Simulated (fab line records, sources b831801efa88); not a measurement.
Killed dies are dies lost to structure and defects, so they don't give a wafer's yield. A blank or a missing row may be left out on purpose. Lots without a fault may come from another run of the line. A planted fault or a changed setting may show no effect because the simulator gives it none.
One fault seen from 2 desks | flow gf180mcu | each desk has only its own numbers; what lay behind them comes last

THE METROLOGY DESK
What the gauges read, lot by lot, whatever tool the lot ran on: means of the sampled wafers that have a number. A lot is out of limits, marked OUT, if its mean lies more than 4 standard deviations from the usual mean; the brackets give that distance.
Columns: A = cd_nm at GF_M2_CD_MEAS_14, usual 280.0 nm
lot  | first seen here | A
L972 | day 19 15:20    | 280.8
L974 | day 20 20:54    | 280.0
L976 | day 21 13:39    | 280.1
L986 | day 25 01:09    | 278.7
L987 | day 25 07:03    | 279.4
L988 | day 25 12:35    | 281.4
L990 | day 26 01:21    | 280.3
L991 | day 26 13:26    | 279.3
L992 | day 26 17:49    | 278.1
L993 | day 27 01:47    | 279.5
This desk's finding: nothing out of limits on any of the 10 lots.

THE TOOL OWNER'S DESK: cmp-01
The tool's own readings at GF_V1_CMP_26 (polishes, stops on SiO2, t overpolish 15 s, target thk 0 nm): means of the sampled wafers that have a number, for each lot that ran on this tool. A lot is out of limits, marked OUT, if its mean lies more than 4 standard deviations from the usual mean; the brackets give that distance.
Columns: A = edge_zone_pressure_frac at GF_V1_CMP_26, usual 1.000; B = head_pressure_psi at GF_V1_CMP_26, usual 3.501 psi; C = motor_current_A at GF_V1_CMP_26, usual 11.8 A; D = overpolish_run_s at GF_V1_CMP_26, usual 15.000 s; E = time_to_endpoint_s at GF_V1_CMP_26, usual 84.8 s
lot  | first seen here | A     | B     | C    | D      | E
L972 | day 18 14:50    | 1.001 | 3.495 | 11.6 | 15.010 | 86.8
L976 | day 20 13:26    | 0.998 | 3.505 | 10.7 | 15.002 | 84.1
L987 | day 24 08:37    | 0.996 | 3.500 | 11.3 | 15.005 | 82.6
L992 | day 25 20:50    | 1.001 | 3.499 | 11.3 | 15.005 | 79.0
This desk's finding: nothing out of limits on any of the 4 lots.

PUT TOGETHER
The metrology desk saw nothing out of limits.
The tool owner's desk saw nothing out of limits.

WHAT THE SIMULATOR HAD PUT IN
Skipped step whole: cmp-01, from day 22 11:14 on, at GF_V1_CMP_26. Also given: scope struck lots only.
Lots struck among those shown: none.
